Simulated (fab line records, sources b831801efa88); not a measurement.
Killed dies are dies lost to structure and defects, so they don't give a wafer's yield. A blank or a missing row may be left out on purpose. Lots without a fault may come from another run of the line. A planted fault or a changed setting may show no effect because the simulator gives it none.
Problem report in the 8D (eight disciplines) form, filled by code | flow gf180mcu | the parts of the form that need people (team, actions taken, sign-off) are left out

1. THE PROBLEM
V2_CVD_02_THK at GF_V2_THK_MEAS_03 reads a mean of 633 nm on 5 wafers of 2 lots; wafers without a fault read 852 nm with a standard deviation of 11. That is -20 standard deviations from the usual mean.
First seen on wafer L343.2, day 21 11:26, on film_metro-01. The record holds 36 wafers of 12 lots with a number at this step. Rule for "out", or "out of limits": more than 4 standard deviations from the usual mean. The other wafers with a number count as sound.

2. WHAT IT IS AND WHAT IT IS NOT
question                    | is                                     | is not
which readings at this step | V2_CVD_02_THK                          | -
which lots                  | L343, L346                             | L338, L341, L342, L350, L353, L355, L357, L358, L359, L361
which wafers of those lots  | L343.2, L343.3, L346.2, L346.3, L346.4 | L343.6
read on which gauges        | film_metro-01, film_metro-03           | film_metro-02
when                        | from day 21 11:26                      | up to then (10 sound wafers); but 21 sound wafers of L350, L353, L355, L357, L358, L359, L361 came after

3. SUSPECTS, AND WHAT RULES EACH OUT
Counting: a tool at a process step up to the reading stays a suspect if it ran every lot that is out. Sound lots after the first of them don't rule it out here, since some wafers of a struck lot are sound.
- the gauge at GF_V2_THK_MEAS_03: ruled out. The wafers that are out were read on 2 gauges (film_metro-01, film_metro-03).
- pecvd-04 at GF_V2_CVD_02 (deposits SiO2 from TEOS, target thk 850 nm, time 94.851 s): kept. It ran every lot that is out, first L343 (day 21 11:21); its last sound lot up to then is L342 (day 20 21:34).
Left after counting: pecvd-04 at GF_V2_CVD_02.

4. THE CAUSE (what the simulator had put in)
Process parameter drift: pecvd-04, from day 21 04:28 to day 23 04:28, at GF_V2_CVD_02. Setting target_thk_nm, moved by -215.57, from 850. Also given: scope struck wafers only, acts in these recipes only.
Counting left only this tool.

5. THE CHAIN OF EFFECTS, in route order
Each row: a reading whose mean over the struck wafers that have a number lies more than 3 standard deviations from the usual. Only readings for which the record gives a usual standard deviation are gone through. hours: the time from each lot's start at the first step in this table that gives one to its start at this step, as a median over the lots. sigmas: the change in usual standard deviations.
hours | step              | reading            | usual  | on struck wafers | change | sigmas
0     | GF_V2_THK_MEAS_03 | V2_CVD_02_THK      | 852 nm | 633              | -219   | -20
6     | GF_V2_CMP_04      | time_to_endpoint_s | 81 s   | 16               | -65    | -12
The process steps in it:
- GF_V2_CMP_04: polishes SiO2.
Later measuring or inspecting steps at which every struck wafer that the step has a row for has a number for every such reading, and none has moved that far: GF_V2_CD_MEAS_14.

6. WHAT WOULD HAVE CAUGHT IT SOONER
In this record the first reading out of limits at a measuring or inspecting step was taken at day 21 11:26, 7 hours after the fault began at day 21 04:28.
Of the tool readings at GF_V2_CVD_02 for which the record gives a usual standard deviation, none was out on any struck wafer, so an alarm limit of 4 standard deviations on them would not have fired.
Of the lots that are out (2), L346 began GF_V2_CVD_02 on pecvd-04 after day 21 11:26. A hold on the tool at that time would have spared it.
